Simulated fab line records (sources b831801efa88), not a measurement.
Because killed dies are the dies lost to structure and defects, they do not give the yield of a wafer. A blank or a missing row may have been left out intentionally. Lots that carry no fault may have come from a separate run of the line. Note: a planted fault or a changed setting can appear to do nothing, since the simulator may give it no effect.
fab line records || flow sky130
record {"lots": 6, "wafers": 18, "last-day": 50}
route steps=708 shown CAP2M@614 METAL4@621
lots that met no fault: from a run of the same line without faults
start-h: start of the lot's first displayed wafer, in hours after the record's first day || wait-h: how many hours have passed since the lot's step before this one || " as in the row above || L1.1+2: several wafers, shown together as one row || - no value present, or no start provided || * or withheld: withheld || < > ~ a bound
route shown NAME@n: a module of which the file shows steps, and the number in the route of the first || usual: the fault-free wafers' mean and standard deviation || same: alike in all rows || chamber/n: place in a boat || sites: each site's reading || _std_site: standard deviation across them || _edge_site: outer sites' mean less inner sites' || radius-mm: how far each site lies from the wafer's centre || mask NAME#n: copy n || behind: the most recent tool/chamber to have shaped the wafer || hold: reason for holding the lot/hours on hold/outcome of the hold || device: whichever transistor did not switch (one of n, p or np) || end of line: the same wafers' tests at the end of the route || a step without rows: its recipe alone || killed: count of dies lost to structure and defects at first sort (not the wafer's yield) || map: shows each die of a wafer: x if killed, . if not, _ if none is there
set.NAME: the setting the step ran with; set.NAME@STEP: the setting that earlier step ran with || model.NAME: the simulator's own value behind a step, which no gauge read
certain route steps with their lots: each step a table, each wafer a row
services: a tool's chamber out of use, with start hour (start-h, from the record's first day; less than 0 if before it), hours out, and reason
## steps
# step SKY_CAP2M_DEVELOP_11
# recipe {"resist": "NOVOLAK", "developer": "TMAH", "develop-time-s": 60, "dev-temp-c": 23}
# step SKY_CAP2M_OVL_MEAS_12
# usual {"CAP2M_OVL": "-0.4/1.5"}
{"lot.wafer": "L865.1", "tool": "overlay-02", "chamber": "-", "start-h": 988.08, "wait-h": 0.1, "CAP2M_OVL[nm]": -1.2}
{"lot.wafer": "L865.3", "tool": "overlay-02", "chamber": "-", "start-h": 988.08, "wait-h": 0.1, "CAP2M_OVL[nm]": 0.4}
{"lot.wafer": "L865.6", "tool": "overlay-02", "chamber": "-", "start-h": 988.08, "wait-h": 0.1, "CAP2M_OVL[nm]": -1.2}
{"lot.wafer": "L875.1", "tool": "overlay-02", "chamber": "-", "start-h": 1049.41, "wait-h": 0.1, "CAP2M_OVL[nm]": -0.7}
{"lot.wafer": "L875.2", "tool": "overlay-02", "chamber": "-", "start-h": 1049.41, "wait-h": 0.1, "CAP2M_OVL[nm]": -1.3}
{"lot.wafer": "L875.5", "tool": "overlay-02", "chamber": "-", "start-h": 1049.41, "wait-h": 0.1, "CAP2M_OVL[nm]": -1.1}
{"lot.wafer": "L877.1", "tool": "overlay-01", "chamber": "-", "start-h": 1052.76, "wait-h": 0.1, "CAP2M_OVL[nm]": -1.0}
{"lot.wafer": "L877.3", "tool": "overlay-01", "chamber": "-", "start-h": 1052.76, "wait-h": 0.1, "CAP2M_OVL[nm]": 0.0}
{"lot.wafer": "L877.6", "tool": "overlay-01", "chamber": "-", "start-h": 1052.76, "wait-h": 0.1, "CAP2M_OVL[nm]": -0.9}
{"lot.wafer": "L878.1", "tool": "overlay-01", "chamber": "-", "start-h": 1079.30, "wait-h": 0.1, "CAP2M_OVL[nm]": -1.8}
{"lot.wafer": "L878.2", "tool": "overlay-01", "chamber": "-", "start-h": 1079.30, "wait-h": 0.1, "CAP2M_OVL[nm]": 0.9}
{"lot.wafer": "L878.5", "tool": "overlay-01", "chamber": "-", "start-h": 1079.30, "wait-h": 0.1, "CAP2M_OVL[nm]": -0.2}
{"lot.wafer": "L879.3", "tool": "overlay-02", "chamber": "-", "start-h": 1079.42, "wait-h": 0.1, "CAP2M_OVL[nm]": 0.0}
{"lot.wafer": "L879.4", "tool": "overlay-02", "chamber": "-", "start-h": 1079.42, "wait-h": 0.1, "CAP2M_OVL[nm]": -2.7}
{"lot.wafer": "L879.6", "tool": "overlay-02", "chamber": "-", "start-h": 1079.42, "wait-h": 0.1, "CAP2M_OVL[nm]": -0.6}
{"lot.wafer": "L883.1", "tool": "overlay-02", "chamber": "-", "start-h": 1090.23, "wait-h": 0.1, "CAP2M_OVL[nm]": -1.9}
{"lot.wafer": "L883.3", "tool": "overlay-02", "chamber": "-", "start-h": 1090.23, "wait-h": 0.1, "CAP2M_OVL[nm]": -1.1}
{"lot.wafer": "L883.5", "tool": "overlay-02", "chamber": "-", "start-h": 1090.23, "wait-h": 0.1, "CAP2M_OVL[nm]": -1.9}
# step SKY_CAP2M_METAL_ETCH_13
# recipe {"target-depth-nm": 220, "stop-on": "SiO2", "chemistry": "Cl2/BCl3", "target": "TiN", "pressure-mtorr": 10, "icp-w": 900, "bias-w": 48.5, "Cl2_flow_sccm": 60, "bcl3-flow-sccm": 30, "time-s": 62.9}
# usual {"drypump-motor-current-A": "5.77/0.23", "oes-product-au": "0.941/0.0059", "throttle-valve-pct": "21.902/0.0094"}
{"lot.wafer": "L865.1", "tool": "rie-metal-03", "chamber": 0, "start-h": 988.11, "wait-h": 0.0, "drypump-motor-current-A": 5.99, "oes-product-au": 0.940, "rf-hours-counter-h": 6, "throttle-valve-pct": 21.901}
{"lot.wafer": "L865.3", "tool": "rie-metal-03", "chamber": 0, "start-h": 988.11, "wait-h": 0.0, "drypump-motor-current-A": 6.03, "oes-product-au": 0.939, "rf-hours-counter-h": "-", "throttle-valve-pct": 21.912}
{"lot.wafer": "L865.6", "tool": "rie-metal-03", "chamber": 0, "start-h": 988.11, "wait-h": 0.0, "drypump-motor-current-A": 6.02, "oes-product-au": 0.929, "rf-hours-counter-h": "-", "throttle-valve-pct": 21.894}
{"lot.wafer": "L875.1", "tool": "rie-metal-02", "chamber": 1, "start-h": 1049.44, "wait-h": 0.0, "drypump-motor-current-A": 5.61, "oes-product-au": 0.945, "rf-hours-counter-h": 9, "throttle-valve-pct": 21.913}
{"lot.wafer": "L875.2", "tool": "rie-metal-02", "chamber": 0, "start-h": 1049.44, "wait-h": 0.0, "drypump-motor-current-A": 5.69, "oes-product-au": 0.937, "rf-hours-counter-h": 11, "throttle-valve-pct": 21.917}
{"lot.wafer": "L875.5", "tool": "rie-metal-02", "chamber": 0, "start-h": 1049.44, "wait-h": 0.0, "drypump-motor-current-A": 5.68, "oes-product-au": 0.936, "rf-hours-counter-h": "-", "throttle-valve-pct": 21.908}
{"lot.wafer": "L877.1", "tool": "rie-metal-02", "chamber": 1, "start-h": 1052.79, "wait-h": 0.0, "drypump-motor-current-A": 5.67, "oes-product-au": 0.940, "rf-hours-counter-h": 9, "throttle-valve-pct": 21.910}
{"lot.wafer": "L877.3", "tool": "rie-metal-02", "chamber": 0, "start-h": 1052.79, "wait-h": 0.0, "drypump-motor-current-A": 5.70, "oes-product-au": 0.945, "rf-hours-counter-h": "-", "throttle-valve-pct": 21.908}
{"lot.wafer": "L877.6", "tool": "rie-metal-02", "chamber": 0, "start-h": 1052.79, "wait-h": 0.0, "drypump-motor-current-A": 5.68, "oes-product-au": 0.943, "rf-hours-counter-h": "-", "throttle-valve-pct": 21.907}
{"lot.wafer": "L878.1", "tool": "rie-metal-01", "chamber": 1, "start-h": 1079.34, "wait-h": 0.0, "drypump-motor-current-A": 5.51, "oes-product-au": 0.939, "rf-hours-counter-h": 8, "throttle-valve-pct": 21.898}
{"lot.wafer": "L878.2", "tool": "rie-metal-01", "chamber": 0, "start-h": 1079.34, "wait-h": 0.0, "drypump-motor-current-A": 6.16, "oes-product-au": 0.944, "rf-hours-counter-h": 11, "throttle-valve-pct": 21.896}
{"lot.wafer": "L878.5", "tool": "rie-metal-01", "chamber": 0, "start-h": 1079.34, "wait-h": 0.0, "drypump-motor-current-A": 6.13, "oes-product-au": 0.950, "rf-hours-counter-h": "-", "throttle-valve-pct": 21.899}
{"lot.wafer": "L879.3", "tool": "rie-metal-02", "chamber": 0, "start-h": 1079.47, "wait-h": 0.0, "drypump-motor-current-A": 5.69, "oes-product-au": 0.932, "rf-hours-counter-h": "-", "throttle-valve-pct": 21.908}
{"lot.wafer": "L879.4", "tool": "rie-metal-02", "chamber": 1, "start-h": 1079.47, "wait-h": 0.0, "drypump-motor-current-A": 5.66, "oes-product-au": 0.933, "rf-hours-counter-h": "-", "throttle-valve-pct": 21.894}
{"lot.wafer": "L879.6", "tool": "rie-metal-02", "chamber": 0, "start-h": 1079.47, "wait-h": 0.0, "drypump-motor-current-A": 5.69, "oes-product-au": 0.930, "rf-hours-counter-h": "-", "throttle-valve-pct": 21.919}
{"lot.wafer": "L883.1", "tool": "rie-metal-03", "chamber": 0, "start-h": 1090.26, "wait-h": 0.0, "drypump-motor-current-A": 6.02, "oes-product-au": 0.946, "rf-hours-counter-h": 12, "throttle-valve-pct": 21.895}
{"lot.wafer": "L883.3", "tool": "rie-metal-03", "chamber": 1, "start-h": 1090.26, "wait-h": 0.0, "drypump-motor-current-A": 5.82, "oes-product-au": 0.945, "rf-hours-counter-h": "-", "throttle-valve-pct": 21.895}
{"lot.wafer": "L883.5", "tool": "rie-metal-03", "chamber": 0, "start-h": 1090.26, "wait-h": 0.0, "drypump-motor-current-A": 6.02, "oes-product-au": 0.940, "rf-hours-counter-h": "-", "throttle-valve-pct": 21.899}
# step SKY_CAP2M_STRIP_14
# recipe {"chemistry": "O2/N2", "power-w": 1400, "pressure-mtorr": 1500, "platen-temp-c": "withheld", "o2-flow-sccm": 3000, "n2-flow-sccm": 300, "overash-fraction": 0.5}
# usual {"drypump-motor-current-A": "5.8/0.48", "o2-flow-sccm": "3001/8.2", "oes-product-au": "0.710/0.0047", "strip-time-to-endpoint-s": "12.65/0.043"}
{"lot.wafer": "L865.1", "tool": "plasma-asher-04", "chamber": 0, "start-h": 988.19, "wait-h": 0.1, "drypump-motor-current-A": 6.3, "o2-flow-sccm": 2986, "oes-product-au": 0.707, "rf-hours-counter-h": 53, "strip-time-to-endpoint-s": 12.62}
{"lot.wafer": "L865.3", "tool": "plasma-asher-04", "chamber": 0, "start-h": 988.19, "wait-h": 0.1, "drypump-motor-current-A": 6.2, "o2-flow-sccm": 2994, "oes-product-au": 0.709, "rf-hours-counter-h": "-", "strip-time-to-endpoint-s": 12.63}
{"lot.wafer": "L865.6", "tool": "plasma-asher-04", "chamber": 0, "start-h": 988.19, "wait-h": 0.1, "drypump-motor-current-A": 6.2, "o2-flow-sccm": 2987, "oes-product-au": 0.715, "rf-hours-counter-h": "-", "strip-time-to-endpoint-s": 12.69}
{"lot.wafer": "L875.1", "tool": "plasma-asher-01", "chamber": 0, "start-h": 1049.52, "wait-h": 0.1, "drypump-motor-current-A": 6.1, "o2-flow-sccm": 3003, "oes-product-au": 0.703, "rf-hours-counter-h": 127, "strip-time-to-endpoint-s": 12.56}
{"lot.wafer": "L875.2", "tool": "plasma-asher-01", "chamber": 1, "start-h": 1049.52, "wait-h": 0.1, "drypump-motor-current-A": 5.6, "o2-flow-sccm": 2995, "oes-product-au": 0.710, "rf-hours-counter-h": 127, "strip-time-to-endpoint-s": 12.58}
{"lot.wafer": "L875.5", "tool": "plasma-asher-01", "chamber": 0, "start-h": 1049.52, "wait-h": 0.1, "drypump-motor-current-A": 6.1, "o2-flow-sccm": 2992, "oes-product-au": 0.702, "rf-hours-counter-h": "-", "strip-time-to-endpoint-s": 12.57}
{"lot.wafer": "L877.1", "tool": "plasma-asher-02", "chamber": 1, "start-h": 1052.87, "wait-h": 0.1, "drypump-motor-current-A": 6.1, "o2-flow-sccm": 2996, "oes-product-au": 0.715, "rf-hours-counter-h": 30, "strip-time-to-endpoint-s": 12.57}
{"lot.wafer": "L877.3", "tool": "plasma-asher-02", "chamber": 1, "start-h": 1052.87, "wait-h": 0.1, "drypump-motor-current-A": 6.1, "o2-flow-sccm": 2994, "oes-product-au": 0.704, "rf-hours-counter-h": "-", "strip-time-to-endpoint-s": 12.63}
{"lot.wafer": "L877.6", "tool": "plasma-asher-02", "chamber": 1, "start-h": 1052.87, "wait-h": 0.1, "drypump-motor-current-A": 6.1, "o2-flow-sccm": 3003, "oes-product-au": 0.712, "rf-hours-counter-h": "-", "strip-time-to-endpoint-s": 12.62}
{"lot.wafer": "L878.1", "tool": "plasma-asher-04", "chamber": 0, "start-h": 1079.41, "wait-h": 0.1, "drypump-motor-current-A": 6.2, "o2-flow-sccm": 2987, "oes-product-au": 0.705, "rf-hours-counter-h": 62, "strip-time-to-endpoint-s": 12.68}
{"lot.wafer": "L878.2", "tool": "plasma-asher-04", "chamber": 1, "start-h": 1079.41, "wait-h": 0.1, "drypump-motor-current-A": 4.8, "o2-flow-sccm": 2993, "oes-product-au": 0.720, "rf-hours-counter-h": 62, "strip-time-to-endpoint-s": 12.65}
{"lot.wafer": "L878.5", "tool": "plasma-asher-04", "chamber": 0, "start-h": 1079.41, "wait-h": 0.1, "drypump-motor-current-A": 6.2, "o2-flow-sccm": 3002, "oes-product-au": 0.710, "rf-hours-counter-h": "-", "strip-time-to-endpoint-s": 12.62}
{"lot.wafer": "L879.3", "tool": "plasma-asher-01", "chamber": 0, "start-h": 1079.55, "wait-h": 0.1, "drypump-motor-current-A": 6.2, "o2-flow-sccm": 2992, "oes-product-au": 0.712, "rf-hours-counter-h": "-", "strip-time-to-endpoint-s": 12.67}
{"lot.wafer": "L879.4", "tool": "plasma-asher-01", "chamber": 1, "start-h": 1079.55, "wait-h": 0.1, "drypump-motor-current-A": 5.6, "o2-flow-sccm": 2992, "oes-product-au": 0.709, "rf-hours-counter-h": "-", "strip-time-to-endpoint-s": 12.58}
{"lot.wafer": "L879.6", "tool": "plasma-asher-01", "chamber": 1, "start-h": 1079.55, "wait-h": 0.1, "drypump-motor-current-A": 5.6, "o2-flow-sccm": 3004, "oes-product-au": 0.704, "rf-hours-counter-h": "-", "strip-time-to-endpoint-s": 12.70}
{"lot.wafer": "L883.1", "tool": "plasma-asher-01", "chamber": 1, "start-h": 1090.34, "wait-h": 0.1, "drypump-motor-current-A": 5.6, "o2-flow-sccm": 3010, "oes-product-au": 0.711, "rf-hours-counter-h": 3, "strip-time-to-endpoint-s": 12.59}
{"lot.wafer": "L883.3", "tool": "plasma-asher-01", "chamber": 0, "start-h": 1090.34, "wait-h": 0.1, "drypump-motor-current-A": 6.1, "o2-flow-sccm": 3008, "oes-product-au": 0.713, "rf-hours-counter-h": "-", "strip-time-to-endpoint-s": 12.62}
{"lot.wafer": "L883.5", "tool": "plasma-asher-01", "chamber": 0, "start-h": 1090.34, "wait-h": 0.1, "drypump-motor-current-A": 6.1, "o2-flow-sccm": 3004, "oes-product-au": 0.716, "rf-hours-counter-h": "-", "strip-time-to-endpoint-s": 12.58}
# step SKY_CAP2M_STRIP_15
# recipe {"chemistry": "post-etch-residue-remover", "time-s": 1200, "temp-c": 72.5}
# step SKY_CAP2M_CLEAN_16
# recipe {"chemistry": "IPA", "time-s": 180, "temp-c": 25}
# step SKY_CAP2M_CLEAN_17
# recipe {"chemistry": "O3/DIW", "dry": "n2-spin"}
# step SKY_METAL4_DEHYDRATE_05
# recipe {"temp-c": 200, "time-s": 60}
# step SKY_METAL4_HMDS_06
# recipe {"prime-time-s": 60, "prime-temp-c": 120}
# step SKY_METAL4_COAT_07
# recipe {"resist": "BARC", "temp-c": "withheld", "time-s": "withheld", "spin-rpm": 3000, "resist-thk-nm": 60}
# step SKY_METAL4_COAT_08
# recipe {"resist": "KrF-thick", "spin-rpm": 3000, "resist-thk-nm": 1140}
# step SKY_METAL4_SOFTBAKE_09
# recipe {"temp-c": 100, "time-s": 90, "resist": "KrF-thick"}
# step SKY_METAL4_EXPOSE_10
# recipe {"mask-id": "MM4", "na": 0.68, "source-shape": "annular", "sigma-inner": 0.4, "sigma-outer": 0.8, "target-cd-nm": 300, "dose-mj": 28}
# usual {"exposure-dose-mJ-cm2": "27.93/0.032", "focus-offset-nm": "0.0/0.47"}
{"lot.wafer": "L865.1", "tool": "krf-scanner-01", "chamber": 0, "start-h": 1001.03, "wait-h": "-", "mask": "MM4#0", "exposure-dose-mJ-cm2": 27.92, "focus-offset-nm": 0.5}
{"lot.wafer": "L865.3", "tool": "krf-scanner-01", "chamber": 0, "start-h": 1001.03, "wait-h": "-", "mask": "MM4#0", "exposure-dose-mJ-cm2": 27.94, "focus-offset-nm": -0.4}
{"lot.wafer": "L865.6", "tool": "krf-scanner-01", "chamber": 0, "start-h": 1001.03, "wait-h": "-", "mask": "MM4#0", "exposure-dose-mJ-cm2": 27.93, "focus-offset-nm": 0.1}
{"lot.wafer": "L875.1", "tool": "krf-scanner-01", "chamber": "-", "start-h": 1060.82, "wait-h": "-", "mask": "MM4#0", "exposure-dose-mJ-cm2": "-", "focus-offset-nm": "-"}
{"lot.wafer": "L875.2", "tool": "krf-scanner-01", "chamber": "-", "start-h": 1060.82, "wait-h": "-", "mask": "MM4#0", "exposure-dose-mJ-cm2": "-", "focus-offset-nm": "-"}
{"lot.wafer": "L875.5", "tool": "krf-scanner-01", "chamber": "-", "start-h": 1060.82, "wait-h": "-", "mask": "MM4#0", "exposure-dose-mJ-cm2": "-", "focus-offset-nm": "-"}
{"lot.wafer": "L877.1", "tool": "krf-scanner-01", "chamber": "-", "start-h": 1064.46, "wait-h": "-", "mask": "MM4#0", "exposure-dose-mJ-cm2": "-", "focus-offset-nm": "-"}
{"lot.wafer": "L877.3", "tool": "krf-scanner-01", "chamber": "-", "start-h": 1064.46, "wait-h": "-", "mask": "MM4#0", "exposure-dose-mJ-cm2": "-", "focus-offset-nm": "-"}
{"lot.wafer": "L877.6", "tool": "krf-scanner-01", "chamber": "-", "start-h": 1064.46, "wait-h": "-", "mask": "MM4#0", "exposure-dose-mJ-cm2": "-", "focus-offset-nm": "-"}
{"lot.wafer": "L878.1", "tool": "krf-scanner-01", "chamber": 0, "start-h": 1090.61, "wait-h": "-", "mask": "MM4#0", "exposure-dose-mJ-cm2": 27.90, "focus-offset-nm": -0.3}
{"lot.wafer": "L878.2", "tool": "krf-scanner-01", "chamber": 0, "start-h": 1090.61, "wait-h": "-", "mask": "MM4#0", "exposure-dose-mJ-cm2": 27.89, "focus-offset-nm": -0.2}
{"lot.wafer": "L878.5", "tool": "krf-scanner-01", "chamber": 0, "start-h": 1090.61, "wait-h": "-", "mask": "MM4#0", "exposure-dose-mJ-cm2": 27.91, "focus-offset-nm": -0.8}
{"lot.wafer": "L879.3", "tool": "krf-scanner-02", "chamber": 0, "start-h": 1091.21, "wait-h": "-", "mask": "MM4#0", "exposure-dose-mJ-cm2": 27.89, "focus-offset-nm": -0.7}
{"lot.wafer": "L879.4", "tool": "krf-scanner-02", "chamber": 0, "start-h": 1091.21, "wait-h": "-", "mask": "MM4#0", "exposure-dose-mJ-cm2": 27.98, "focus-offset-nm": -0.8}
{"lot.wafer": "L879.6", "tool": "krf-scanner-02", "chamber": 0, "start-h": 1091.21, "wait-h": "-", "mask": "MM4#0", "exposure-dose-mJ-cm2": 27.97, "focus-offset-nm": -1.3}
{"lot.wafer": "L883.1", "tool": "krf-scanner-01", "chamber": 0, "start-h": 1101.86, "wait-h": "-", "mask": "MM4#0", "exposure-dose-mJ-cm2": 27.94, "focus-offset-nm": 0.1}
{"lot.wafer": "L883.3", "tool": "krf-scanner-01", "chamber": 0, "start-h": 1101.86, "wait-h": "-", "mask": "MM4#0", "exposure-dose-mJ-cm2": 27.97, "focus-offset-nm": 0.5}
{"lot.wafer": "L883.5", "tool": "krf-scanner-01", "chamber": 0, "start-h": 1101.86, "wait-h": "-", "mask": "MM4#0", "exposure-dose-mJ-cm2": 27.90, "focus-offset-nm": 0.0}
# step SKY_METAL4_PEB_11
# recipe {"peb-temp-c": "withheld", "peb-time-s": "withheld", "resist": "KrF-thick"}
## services
{"tool": "krf-scanner-01", "chamber": "-", "start-h": 970.05, "hours": 0.8, "kind": "pm"}
{"tool": "krf-scanner-01", "chamber": "-", "start-h": 983.51, "hours": 0.2, "kind": "repair"}
{"tool": "krf-scanner-01", "chamber": "-", "start-h": 1003.97, "hours": 4.3, "kind": "repair"}
{"tool": "rie-metal-03", "chamber": "-", "start-h": 1008.49, "hours": 0.6, "kind": "repair"}
{"tool": "krf-scanner-02", "chamber": 0, "start-h": 1029.45, "hours": "-", "kind": "calibration"}
{"tool": "krf-scanner-02", "chamber": "-", "start-h": 1044.95, "hours": 1.0, "kind": "pm"}
{"tool": "rie-metal-03", "chamber": "-", "start-h": 1047.00, "hours": 14.6, "kind": "pm"}
{"tool": "plasma-asher-01", "chamber": "-", "start-h": 1055.25, "hours": 9.0, "kind": "pm"}
{"tool": "plasma-asher-01", "chamber": 0, "start-h": 1055.25, "hours": 9.0, "kind": "vent-cycle"}
{"tool": "plasma-asher-01", "chamber": 1, "start-h": 1055.25, "hours": 9.0, "kind": "vent-cycle"}
{"tool": "plasma-asher-01", "chamber": "-", "start-h": 1057.18, "hours": 1.2, "kind": "repair"}
{"tool": "krf-scanner-02", "chamber": "-", "start-h": 1057.53, "hours": 4.7, "kind": "repair"}
{"tool": "plasma-asher-01", "chamber": 0, "start-h": 1064.25, "hours": "-", "kind": "clean"}
{"tool": "plasma-asher-01", "chamber": 1, "start-h": 1064.25, "hours": "-", "kind": "clean"}
{"tool": "krf-scanner-01", "chamber": "-", "start-h": 1067.34, "hours": 1.3, "kind": "pm"}
{"tool": "plasma-asher-01", "chamber": "-", "start-h": 1069.78, "hours": 0.4, "kind": "repair"}
{"tool": "rie-metal-03", "chamber": "-", "start-h": 1096.45, "hours": 0.6, "kind": "repair"}
## key
first-sign {"step": "SKY_METAL4_EXPOSE_10", "reading": "tool-record", "direction": "missing"}
effect none on later readings
met-at SKY_METAL4_EXPOSE_10
struck-wafers L875.1,L875.2,L875.5,L877.1,L877.3,L877.6
later-rows-left-out L875.1,L875.2,L875.5,L877.1,L877.3,L877.6
sort-left-out L875.1,L875.2,L875.5,L877.1,L877.3,L877.6
onset-between 1001.03 1060.82
fault {"kind": "skipped-step-whole", "tool": "krf-scanner-01", "chamber": "-", "onset-h": 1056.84, "steps": "SKY_METAL4_EXPOSE_10", "scope": "struck-lots-only"}
# sort-left-out: the simulated sort isn't trusted on such a fault, so these wafers' sort isn't shown, and their yield isn't known
# later-rows-left-out: the simulator's readings of these wafers behind a module that went badly wrong aren't trusted and aren't shown, but for the sort
